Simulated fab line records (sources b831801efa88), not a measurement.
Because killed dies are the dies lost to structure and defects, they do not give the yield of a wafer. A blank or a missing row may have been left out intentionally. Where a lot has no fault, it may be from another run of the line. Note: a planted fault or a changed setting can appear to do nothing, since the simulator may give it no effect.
Which tool did it? ; flow gf180mcu ; Sampling: 14 lots, 42 wafers, 4 of 602 route steps

== WHAT EACH GAUGE READ, for each wafer ==
GF_V1_THK_MEAS_03. Usual: V1_CVD_02_THK typically reads 848 nm, with standard deviation 11.
lot;measured;on;V1_CVD_02_THK (nm);flag
L554;day 17 03:10;filmMetro-01;852 849 862;
L555;day 17 18:51;filmMetro-02;843 860 852;
L556;day 17 22:35;filmMetro-02;838 845 839;
L558;day 18 13:59;filmMetro-01;854 847 846;
L560;day 19 13:13;filmMetro-01;835 847 855;
L561;day 19 22:36;filmMetro-03;850 862 860;
L562;day 20 06:53;filmMetro-02;840 838 845;
L563;day 20 13:29;filmMetro-03;849 838 861;
L565;day 21 07:30;filmMetro-02;841 830 854;
L572;day 23 20:49;filmMetro-02;849 865 872;
L574;day 24 10:00;filmMetro-03;846 843 856;
L575;day 24 15:43;filmMetro-01;836 857 841;
L576;day 24 23:39;filmMetro-02;837 856 856;
L577;day 25 04:33;filmMetro-03;836 852 853;

GF_M2_THK_MEAS_06: measures by xrf. Usual: M2_ALCU_THK typically reads 457 nm, with standard deviation 4.8.
lot;measured;on;M2_ALCU_THK (nm);flag
L554;day 18 04:57;filmMetro-03;459 454 463;
L555;day 18 20:41;filmMetro-03;469 465 470;
L556;day 18 23:55;filmMetro-01;454 451 456;
L558;day 19 16:39;filmMetro-03;462 460 455;
L560;day 20 15:42;filmMetro-03;459 461 465;
L561;day 21 01:17;filmMetro-01;459 458 462;
L562;day 21 09:32;filmMetro-01;449 455 451;
L563;day 21 16:01;filmMetro-04;458 460 462;
L565;day 22 10:39;filmMetro-04;457 456 460;
L572;day 24 21:02;filmMetro-04;461 455 459;
L574;day 25 10:18;filmMetro-01;460 460 460;
L575;day 25 15:29;filmMetro-03;458 455 462;
L576;day 25 23:10;filmMetro-03;451 454 456;
L577;day 26 04:17;filmMetro-04;459 454 459;

== EACH LOT AND THE TOOL THAT RAN IT (in order: tool; ch and the chambers of the sampled wafers; start) ==
lot;GF_M1_METAL_ETCH_16;GF_M1_STRIP_17
L554;rieMetal-03 ch 1, day 17 02:18;plasmaAsher-03 ch 0,1, day 17 02:25
L555;rieMetal-03 ch 0,1, day 17 17:59;plasmaAsher-04 ch 0,1, day 17 18:06
L556;rieMetal-01 ch 0, day 17 21:42;plasmaAsher-03 ch 0,1, day 17 21:49
L558;rieMetal-04 ch 0,1, day 18 13:08;plasmaAsher-04 ch 0,1, day 18 13:15
L560;rieMetal-03 ch 0,1, day 19 12:22;plasmaAsher-02 ch 0,1, day 19 12:28
L561;rieMetal-03 ch 0,1, day 19 21:46;plasmaAsher-03 ch 0,1, day 19 21:52
L562;rieMetal-04 ch 0,1, day 20 06:02;plasmaAsher-03 ch 0,1, day 20 06:09
L563;rieMetal-03 ch 0,1, day 20 12:36;plasmaAsher-03 ch 0,1, day 20 12:43
L565;rieMetal-03 ch 0,1, day 21 06:18;plasmaAsher-04 ch 0,1, day 21 06:25
L572;rieMetal-04 ch 0, day 23 19:53;plasmaAsher-04 ch 0,1, day 23 20:05
L574;rieMetal-03 ch 1, day 24 09:10;plasmaAsher-03 ch 0,1, day 24 09:16
L575;rieMetal-01 ch 0,1, day 24 14:53;plasmaAsher-04 ch 0,1, day 24 15:00
L576;rieMetal-03 ch 0,1, day 24 22:49;plasmaAsher-02 ch 0,1, day 24 22:55
L577;rieMetal-03 ch 0,1, day 25 03:39;plasmaAsher-04 ch 0,1, day 25 03:46
- GF_M1_METAL_ETCH_16: etches the open film in Cl2/BCl3, stops on SiO2, target depth 627.5 nm, time 104.6 s.
- GF_M1_STRIP_17: strips in O2/N2.

== WHAT THE TOOLS THEMSELVES READ (means of the sampled wafers that have a number; where no wafer has one, the mark that the record gives instead) ==
GF_M1_METAL_ETCH_16. Usual: biasW 140.0 W, standard deviation 0.45; drypumpMotorCurrentA 5.69 A, standard deviation 0.18; oesProductAu 0.972 a.u., standard deviation 0.0064; throttleValvePct 28.251 %, standard deviation 0.0099.
lot;tool;biasW (W);drypumpMotorCurrentA (A);oesProductAu (a.u.);throttleValvePct (%);flag
L554;rieMetal-03;139.8;5.51;0.979;28.244;
L555;rieMetal-03;139.7;5.49;0.978;28.240;
L556;rieMetal-01;139.7;5.86;0.970;28.257;
L558;rieMetal-04;139.9;5.84;0.980;28.252;
L560;rieMetal-03;140.0;5.53;0.971;28.255;
L561;rieMetal-03;140.3;5.55;0.967;28.254;
L562;rieMetal-04;139.9;5.84;0.974;28.245;
L563;rieMetal-03;139.8;5.54;0.889;28.337;OFF
L565;rieMetal-03;139.8;5.53;0.736;28.508;OFF
L572;rieMetal-04;140.0;5.91;0.977;28.247;
L574;rieMetal-03;139.8;5.48;0.972;28.256;
L575;rieMetal-01;139.9;5.88;0.969;28.249;
L576;rieMetal-03;139.7;5.52;0.960;28.269;
L577;rieMetal-03;140.0;5.54;0.973;28.248;

GF_M1_STRIP_17. Usual: drypumpMotorCurrentA 5.80 A, standard deviation 0.23; heaterPowerW 336 W, standard deviation 15; oesProductAu 0.558 a.u., standard deviation 0.0046; stripTimeToEndpointS 7.86 s, standard deviation 0.035.
lot;tool;drypumpMotorCurrentA (A);heaterPowerW (W);oesProductAu (a.u.);stripTimeToEndpointS (s);flag
L554;plasmaAsher-03;5.67;339;0.556;7.86;
L555;plasmaAsher-04;5.81;340;0.561;7.90;
L556;plasmaAsher-03;5.85;344;0.561;7.88;
L558;plasmaAsher-04;5.83;332;0.560;7.93;
L560;plasmaAsher-02;5.95;352;0.554;7.81;
L561;plasmaAsher-03;5.66;334;0.561;7.87;
L562;plasmaAsher-03;5.67;337;0.554;7.82;
L563;plasmaAsher-03;5.65;332;0.573;8.21;OFF
L565;plasmaAsher-04;5.86;327;0.604;8.92;OFF
L572;plasmaAsher-04;5.79;336;0.559;7.85;
L574;plasmaAsher-03;5.67;341;0.559;7.91;
L575;plasmaAsher-04;5.86;332;0.561;7.91;
L576;plasmaAsher-02;5.96;351;0.557;7.87;
L577;plasmaAsher-04;5.86;330;0.554;7.88;

== THE ANSWER, worked out from the rows above alone ==
Rule: a lot counts as off when the mean over its wafers that have a number is more than 3 standard deviations away from the usual mean. A lot without any number at a reading at which 4 lots or more have one is off too. Where the step has rows for the other lots, those lots are counted as sound. First the gauges in route order, then the tools' own readings, where a lot's mean is used as printed above. At the first step where some lot is off, the reading lying furthest off is the one used; lots without a number count as furthest.
Off: L563, L565, at GF_M1_METAL_ETCH_16 (oesProductAu).
A tool fits if, at that step or a process step before it, it ran every lot that is off, and no sound lot after the first of them. Of those tried, none fits.

== WHAT THE SIMULATOR HAD PUT IN ==
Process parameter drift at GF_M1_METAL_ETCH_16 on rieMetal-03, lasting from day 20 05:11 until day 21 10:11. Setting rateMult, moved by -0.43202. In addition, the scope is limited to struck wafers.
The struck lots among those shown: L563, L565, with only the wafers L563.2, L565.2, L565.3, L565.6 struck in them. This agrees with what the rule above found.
